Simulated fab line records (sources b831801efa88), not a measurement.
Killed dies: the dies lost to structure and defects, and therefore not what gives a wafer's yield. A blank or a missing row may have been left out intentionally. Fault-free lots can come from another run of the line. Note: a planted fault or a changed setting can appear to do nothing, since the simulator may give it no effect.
Which tool is to blame? / flow gf180mcu / 13 lots with 39 wafers sampled at 6 steps, on a route of 602 steps

WHAT THE GAUGES READ, wafer by wafer
GF_DNWELL_TW_MEAS_09. Usual: DNWELL_TW 1339, standard deviation 14.
lot=L547; measured=day 2 19:17; on=film_metro-03; DNWELL_TW=1329 1332 1329; flag=
lot=L548; measured=day 2 23:54; on=film_metro-03; DNWELL_TW=1338 1339 1334; flag=
lot=L549; measured=day 3 05:19; on=film_metro-03; DNWELL_TW=1330 1340 1325; flag=
lot=L550; measured=day 3 11:27; on=film_metro-01; DNWELL_TW=1343 1341 1348; flag=
lot=L551; measured=day 3 16:20; on=film_metro-03; DNWELL_TW=1334 1327 1330; flag=
lot=L554; measured=day 4 09:13; on=film_metro-03; DNWELL_TW=1331 1339 1336; flag=
lot=L556; measured=day 4 18:16; on=film_metro-03; DNWELL_TW=1320 1325 1321; flag=
lot=L558; measured=day 5 05:51; on=film_metro-03; DNWELL_TW=1331 1335 1335; flag=
lot=L562; measured=day 6 02:17; on=film_metro-03; DNWELL_TW=1330 1325 1329; flag=
lot=L565; measured=day 6 18:32; on=film_metro-03; DNWELL_TW=1331 1337 1332; flag=
lot=L566; measured=day 6 23:47; on=film_metro-01; DNWELL_TW=1346 1342 1348; flag=
lot=L567; measured=day 7 06:14; on=film_metro-01; DNWELL_TW=1339 1339 1337; flag=
lot=L570; measured=day 8 03:02; on=film_metro-03; DNWELL_TW=1331 1335 1327; flag=

GF_LVPWELL_TW_MEAS_11. Usual: LVPWELL_TW 560, standard deviation 4.5.
lot=L547; measured=day 3 21:02; on=film_metro-02; LVPWELL_TW=562 562 564; flag=
lot=L548; measured=day 4 02:44; on=film_metro-01; LVPWELL_TW=558 555 555; flag=
lot=L549; measured=day 4 07:10; on=film_metro-01; LVPWELL_TW=556 555 556; flag=
lot=L550; measured=day 4 14:47; on=film_metro-01; LVPWELL_TW=552 555 555; flag=
lot=L551; measured=day 4 19:08; on=film_metro-04; LVPWELL_TW=565 561 563; flag=
lot=L554; measured=day 5 14:10; on=film_metro-02; LVPWELL_TW=563 561 563; flag=
lot=L556; measured=day 5 23:41; on=film_metro-02; LVPWELL_TW=564 563 561; flag=
lot=L558; measured=day 6 12:13; on=film_metro-02; LVPWELL_TW=564 564 563; flag=
lot=L562; measured=day 7 08:50; on=film_metro-04; LVPWELL_TW=564 564 565; flag=
lot=L565; measured=day 8 02:13; on=film_metro-04; LVPWELL_TW=567 564 566; flag=
lot=L566; measured=day 8 08:19; on=film_metro-02; LVPWELL_TW=563 565 566; flag=
lot=L567; measured=day 8 15:49; on=film_metro-04; LVPWELL_TW=566 569 569; flag=
lot=L570; measured=day 9 11:52; on=film_metro-02; LVPWELL_TW=563 561 563; flag=

GF_VT_IMPLANT_RS_MEAS_47: measures by four-point-probe. Usual: NWELL_RS 488.3 ohm/sq, standard deviation 1.4.
lot=L547; measured=day 7 14:01; on=film_metro-01; NWELL_RS (ohm/sq)=488.7 488.0 488.6; flag=
lot=L548; measured=day 7 20:13; on=film_metro-04; NWELL_RS (ohm/sq)=488.4 488.2 488.5; flag=
lot=L549; measured=day 8 01:48; on=film_metro-02; NWELL_RS (ohm/sq)=489.7 489.2 490.0; flag=
lot=L550; measured=day 8 09:59; on=film_metro-04; NWELL_RS (ohm/sq)=487.4 487.2 487.7; flag=
lot=L551; measured=day 8 17:26; on=film_metro-04; NWELL_RS (ohm/sq)=491.1 489.9 489.4; flag=
lot=L554; measured=day 9 13:21; on=film_metro-01; NWELL_RS (ohm/sq)=476.5 476.6 477.9 475.9 476.2 477.3; flag=OFF
lot=L556; measured=day 10 03:41; on=film_metro-02; NWELL_RS (ohm/sq)=474.9 476.8 476.5 475.2 475.8 475.2; flag=OFF
lot=L558; measured=day 10 16:25; on=film_metro-02; NWELL_RS (ohm/sq)=489.9 487.5 489.5; flag=
lot=L562; measured=day 11 17:28; on=film_metro-04; NWELL_RS (ohm/sq)=488.5 488.2 488.8; flag=
lot=L565; measured=day 12 12:26; on=film_metro-04; NWELL_RS (ohm/sq)=487.9 487.3 488.9; flag=
lot=L566; measured=day 12 22:05; on=film_metro-01; NWELL_RS (ohm/sq)=485.9 486.8 489.4; flag=
lot=L567; measured=day 13 05:41; on=film_metro-01; NWELL_RS (ohm/sq)=484.3 485.5 485.7; flag=
lot=L570; measured=day 14 06:27; on=film_metro-01; NWELL_RS (ohm/sq)=485.4 486.3 485.7; flag=

GF_VT_IMPLANT_RS_MEAS_48: measures by four-point-probe. Usual: LVPWELL_RS 1197.6 ohm/sq, standard deviation 2.5.
lot=L547; measured=day 7 14:08; on=film_metro-01; LVPWELL_RS (ohm/sq)=1200.8 1197.5 1200.0; flag=
lot=L548; measured=day 7 20:20; on=film_metro-04; LVPWELL_RS (ohm/sq)=1195.3 1195.9 1195.0; flag=
lot=L549; measured=day 8 01:55; on=film_metro-02; LVPWELL_RS (ohm/sq)=1198.6 1194.8 1199.3; flag=
lot=L550; measured=day 8 10:06; on=film_metro-04; LVPWELL_RS (ohm/sq)=1197.1 1195.6 1197.4; flag=
lot=L551; measured=day 8 17:33; on=film_metro-04; LVPWELL_RS (ohm/sq)=1196.2 1199.5 1199.2; flag=
lot=L554; measured=day 9 15:50; on=film_metro-01; LVPWELL_RS (ohm/sq)=1197.8 1197.6 1197.1; flag=
lot=L556; measured=day 10 08:23; on=film_metro-02; LVPWELL_RS (ohm/sq)=1197.9 1202.1 1203.6; flag=
lot=L558; measured=day 10 16:32; on=film_metro-02; LVPWELL_RS (ohm/sq)=1197.8 1196.5 1199.8; flag=
lot=L562; measured=day 11 17:35; on=film_metro-04; LVPWELL_RS (ohm/sq)=1196.9 1197.7 1197.1; flag=
lot=L565; measured=day 12 12:34; on=film_metro-04; LVPWELL_RS (ohm/sq)=1196.4 1193.8 1197.3; flag=
lot=L566; measured=day 12 22:13; on=film_metro-01; LVPWELL_RS (ohm/sq)=1200.6 1198.6 1196.5; flag=
lot=L567; measured=day 13 05:49; on=film_metro-01; LVPWELL_RS (ohm/sq)=1193.7 1191.1 1193.8; flag=
lot=L570; measured=day 14 06:34; on=film_metro-01; LVPWELL_RS (ohm/sq)=1198.7 1200.7 1200.3; flag=

TOOL THAT RAN EACH LOT (tool first, then ch and the chambers of the sampled wafers, then the start)
lot=L547; GF_STI_CMP_25=cmp-01 ch 0,1,2, day 2 04:41; GF_NWELL_IMPLANT_08=implanter-01 ch 0, day 3 07:20
lot=L548; GF_STI_CMP_25=cmp-01 ch 0,2, day 2 08:49; GF_NWELL_IMPLANT_08=implanter-04 ch 0, day 3 12:51
lot=L549; GF_STI_CMP_25=cmp-02 ch 2,3, day 2 13:39; GF_NWELL_IMPLANT_08=implanter-02 ch 0, day 3 17:31
lot=L550; GF_STI_CMP_25=cmp-01 ch 0,1,2, day 2 19:15; GF_NWELL_IMPLANT_08=implanter-01 ch 0, day 4 00:26
lot=L551; GF_STI_CMP_25=cmp-02 ch 0,1,3, day 3 00:41; GF_NWELL_IMPLANT_08=implanter-02 ch 0, day 4 04:55
lot=L554; GF_STI_CMP_25=cmp-01 ch 0,1,3, day 3 16:38; GF_NWELL_IMPLANT_08=implanter-02 ch 0, day 4 22:46
lot=L556; GF_STI_CMP_25=cmp-02 ch 0,1,3, day 4 02:05; GF_NWELL_IMPLANT_08=implanter-02 ch 0, day 5 08:10
lot=L558; GF_STI_CMP_25=cmp-02 ch 0,1,2, day 4 12:26; GF_NWELL_IMPLANT_08=implanter-04 ch 0, day 5 20:44
lot=L562; GF_STI_CMP_25=cmp-02 ch 0,1, day 5 09:15; GF_NWELL_IMPLANT_08=implanter-04 ch 0, day 6 17:29
lot=L565; GF_STI_CMP_25=cmp-02 ch 1,2,3, day 6 01:17; GF_NWELL_IMPLANT_08=implanter-04 ch 0, day 7 10:01
lot=L566; GF_STI_CMP_25=cmp-02 ch 0,1,3, day 6 06:29; GF_NWELL_IMPLANT_08=implanter-04 ch 0, day 7 15:19
lot=L567; GF_STI_CMP_25=cmp-01 ch 0,1, day 6 11:44; GF_NWELL_IMPLANT_08=implanter-04 ch 0, day 7 22:01
lot=L570; GF_STI_CMP_25=cmp-02 ch 0,1,3, day 7 06:36; GF_NWELL_IMPLANT_08=implanter-01 ch 0, day 8 18:37
- GF_STI_CMP_25: polishes, stops on Si3N4, t overpolish 33 s, target thk 524.6 nm.
- GF_NWELL_IMPLANT_08

WHAT THE TOOLS THEMSELVES READ (means of the sampled wafers that have a number; where no wafer has one, the mark that the record gives instead)
GF_STI_CMP_25. Usual: edge_zone_pressure_frac 1.000, standard deviation 0.0041; motor_current_A 12.5 A, standard deviation 1.3; overpolish_run_s 33.000 s, standard deviation 0.0089; time_to_endpoint_s 126 s, standard deviation 5.8.
lot=L547; tool=cmp-01; edge_zone_pressure_frac=1.001; motor_current_A (A)=12.0; overpolish_run_s (s)=33.000; time_to_endpoint_s (s)=127; flag=
lot=L548; tool=cmp-01; edge_zone_pressure_frac=0.998; motor_current_A (A)=11.7; overpolish_run_s (s)=33.005; time_to_endpoint_s (s)=120; flag=
lot=L549; tool=cmp-02; edge_zone_pressure_frac=0.994; motor_current_A (A)=12.4; overpolish_run_s (s)=33.001; time_to_endpoint_s (s)=125; flag=
lot=L550; tool=cmp-01; edge_zone_pressure_frac=1.001; motor_current_A (A)=12.1; overpolish_run_s (s)=32.997; time_to_endpoint_s (s)=124; flag=
lot=L551; tool=cmp-02; edge_zone_pressure_frac=0.999; motor_current_A (A)=13.0; overpolish_run_s (s)=33.000; time_to_endpoint_s (s)=127; flag=
lot=L554; tool=cmp-01; edge_zone_pressure_frac=1.003; motor_current_A (A)=12.9; overpolish_run_s (s)=33.000; time_to_endpoint_s (s)=122; flag=
lot=L556; tool=cmp-02; edge_zone_pressure_frac=1.004; motor_current_A (A)=13.1; overpolish_run_s (s)=33.002; time_to_endpoint_s (s)=128; flag=
lot=L558; tool=cmp-02; edge_zone_pressure_frac=1.001; motor_current_A (A)=12.2; overpolish_run_s (s)=33.004; time_to_endpoint_s (s)=120; flag=
lot=L562; tool=cmp-02; edge_zone_pressure_frac=1.002; motor_current_A (A)=12.6; overpolish_run_s (s)=32.996; time_to_endpoint_s (s)=127; flag=
lot=L565; tool=cmp-02; edge_zone_pressure_frac=1.003; motor_current_A (A)=12.0; overpolish_run_s (s)=32.990; time_to_endpoint_s (s)=124; flag=
lot=L566; tool=cmp-02; edge_zone_pressure_frac=1.000; motor_current_A (A)=13.2; overpolish_run_s (s)=33.003; time_to_endpoint_s (s)=129; flag=
lot=L567; tool=cmp-01; edge_zone_pressure_frac=1.002; motor_current_A (A)=12.5; overpolish_run_s (s)=32.996; time_to_endpoint_s (s)=125; flag=
lot=L570; tool=cmp-02; edge_zone_pressure_frac=1.000; motor_current_A (A)=12.6; overpolish_run_s (s)=32.997; time_to_endpoint_s (s)=127; flag=

GF_NWELL_IMPLANT_08. Usual: beam_energy_keV 450.00, standard deviation 0.13; faraday_current_uA 84.6, standard deviation 1.6.
lot=L547 tool=implanter-01 beam_energy_keV=450.00 faraday_current_uA=84.2 flag=
lot=L548 tool=implanter-04 beam_energy_keV=449.95 faraday_current_uA=83.7 flag=
lot=L549 tool=implanter-02 beam_energy_keV=450.25 faraday_current_uA=84.5 flag=
lot=L550 tool=implanter-01 beam_energy_keV=449.99 faraday_current_uA=85.3 flag=
lot=L551 tool=implanter-02 beam_energy_keV=450.04 faraday_current_uA=84.5 flag=
lot=L554 tool=implanter-02 beam_energy_keV=514.93 faraday_current_uA=86.5 flag=OFF
lot=L556 tool=implanter-02 beam_energy_keV=515.08 faraday_current_uA=85.2 flag=OFF
lot=L558 tool=implanter-04 beam_energy_keV=449.89 faraday_current_uA=83.9 flag=
lot=L562 tool=implanter-04 beam_energy_keV=450.03 faraday_current_uA=83.9 flag=
lot=L565 tool=implanter-04 beam_energy_keV=449.99 faraday_current_uA=84.2 flag=
lot=L566 tool=implanter-04 beam_energy_keV=449.99 faraday_current_uA=85.4 flag=
lot=L567 tool=implanter-04 beam_energy_keV=450.19 faraday_current_uA=82.3 flag=
lot=L570 tool=implanter-01 beam_energy_keV=450.06 faraday_current_uA=85.2 flag=

THE ANSWER, worked out from the rows above alone
Rule: take the mean of a lot's wafers that have a number; if it is more than 3 standard deviations from the usual mean, the lot is off. A lot without any number at a reading at which 4 lots or more have one is off too. Where the step has rows for the other lots, those lots are counted as sound. The gauges are gone through in route order, then the tools' own readings, and for those a lot's mean is taken as printed above. The first step at which some lot is off is used, and at that step the reading that is off furthest; a lot without a number counts as furthest.
Off: at GF_VT_IMPLANT_RS_MEAS_47 (NWELL_RS), L554, L556.
A tool fits if, at a process step before that reading, it ran every lot that is off, and no sound lot after the first of them. Not tried: the gauges at GF_VT_IMPLANT_RS_MEAS_47; whatever is off there is also off at GF_NWELL_IMPLANT_08, on other tools, and gauge error can't account for it. One fits: implanter-02 at GF_NWELL_IMPLANT_08. A fault onset in the window from L551 (day 4 04:55, its last sound lot) to L554 (day 4 22:46, its first lot off) fits.
The tool's own readings at GF_NWELL_IMPLANT_08 bear it out: on the lots that are off they differ by more than 5 times the standard deviation of the sound lots' means. beam_energy_keV reads 515.00 there against 450.03 on the sound lots.

WHAT THE SIMULATOR HAD INSERTED
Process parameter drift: implanter-02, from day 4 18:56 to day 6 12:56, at GF_NWELL_IMPLANT_08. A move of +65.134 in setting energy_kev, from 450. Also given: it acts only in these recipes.
Struck lots among those shown: L554, L556. Same finding as the rule above.
